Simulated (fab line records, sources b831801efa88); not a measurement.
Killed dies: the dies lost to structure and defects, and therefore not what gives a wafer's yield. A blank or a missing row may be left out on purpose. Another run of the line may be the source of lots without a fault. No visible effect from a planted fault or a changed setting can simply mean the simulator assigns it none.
A lot that was struck, set against a sound lot -- flow sky130 -- 17 steps out of a route of 708
Sound: wafers L672.2, L672.4, L672.6. The struck wafers were L679.1, L679.4, L679.5. The cause comes at the end.
At each step with rows: each side's tool, then ch and its chambers, then its first start. Under that, the readings that differ: sound wafers -- struck wafers -- difference of the means -- sigmas: that difference in standard deviations of wafers without a fault.
alike: readings with means less than 2 such deviations apart, plus words and numbers identical on both sides. not compared: withheld readings, readings lacking a value on some wafer, bounds such as >300 that could conceal the same value, and numbers that have no deviation in the record and whose values overlap.
The two part at a step that has a row with sigmas, a row that says differs or no value, or rows on one side only. Non-overlapping numbers with no deviation appear without sigmas and do not part them. A reading missing from all wafers of one side parts the sides only when that side holds two or more wafers.

SKY_GATE_OXIDE_TW_MEAS_14:
  struck on filmMetro-02, day 20 05:25; sound on filmMetro-01, day 17 21:38
  alike: GATE_OXIDE_TW
then, 3 steps without rows for these wafers: SKY_GATE_OXIDE_CLEAN_15 (cleans in SC1/SC2, time 150 s); SKY_GATE_OXIDE_OXIDATION_16 (stabilise 600 s, purge 300 s, target thk 3.57 nm); SKY_POLY_GATE_CVD_00 (deposits poly-Si, target thk 180 nm, time 720 s).
SKY_POLY_GATE_THK_MEAS_01:
  struck on filmMetro-01, day 20 10:23; sound on filmMetro-03, day 18 03:12
  alike: POLY_GATE_CVD_00_THK
then, 7 steps without rows for these wafers: SKY_RES_PROTECT_DEHYDRATE_00 (time 60 s); SKY_RES_PROTECT_HMDS_01 (prime time 60 s); SKY_RES_PROTECT_COAT_02 (resist thk 1140 nm); SKY_RES_PROTECT_SOFTBAKE_03 (time 60 s); SKY_RES_PROTECT_EXPOSE_04 (exposes mask RPM, target cd 1270 nm); SKY_RES_PROTECT_PEB_05; SKY_RES_PROTECT_DEVELOP_06 (develop time 60 s).
SKY_POLY_GATE_IMPLANT_02:
  sound on implanter-03 ch 0, day 19 08:51; struck on implanter-03 ch 0, day 21 17:34
  alike: doseIonsCm2
SKY_RES_PROTECT_STRIP_07: strips in O2/N2.
  sound on plasmaAsher-01 ch 0,1, day 19 08:59; struck on plasmaAsher-04 ch 0,1, day 21 17:43
reading,sound,struck,difference,sigmas
oesProductAu (a.u.),0.506 0.521 0.524,0.492 0.490 0.497,-0.024,-5
stripTimeToEndpointS (s),23.28 23.28 23.25,25.13 25.16 25.17,+1.88,+46
  alike: chamberPressureMTorr, drypumpMotorCurrentA
  not compared: rfHoursCounterH
SKY_RES_PROTECT_TW_MEAS_08:
  struck on filmMetro-02, day 21 17:49; sound on filmMetro-02, day 19 09:05
reading,sound,struck,difference,sigmas
POLY_GATE_TW,4034 4017 4023,4149 4184 4163,+141,+5
then, 1 step without rows for these wafers: SKY_RES_PROTECT_CLEAN_09 (cleans in SC1/SC2, time 150 s).
SKY_PAD_OPEN_PROBE_99:
  rows exist in the record for the sound wafers here (prober-01, day 48 18:19), none for the struck ones

== WHERE THEY PART ==
At SKY_RES_PROTECT_STRIP_07 first; at SKY_PAD_OPEN_PROBE_99 last (within this record only).

WHY: the cause the simulator had injected
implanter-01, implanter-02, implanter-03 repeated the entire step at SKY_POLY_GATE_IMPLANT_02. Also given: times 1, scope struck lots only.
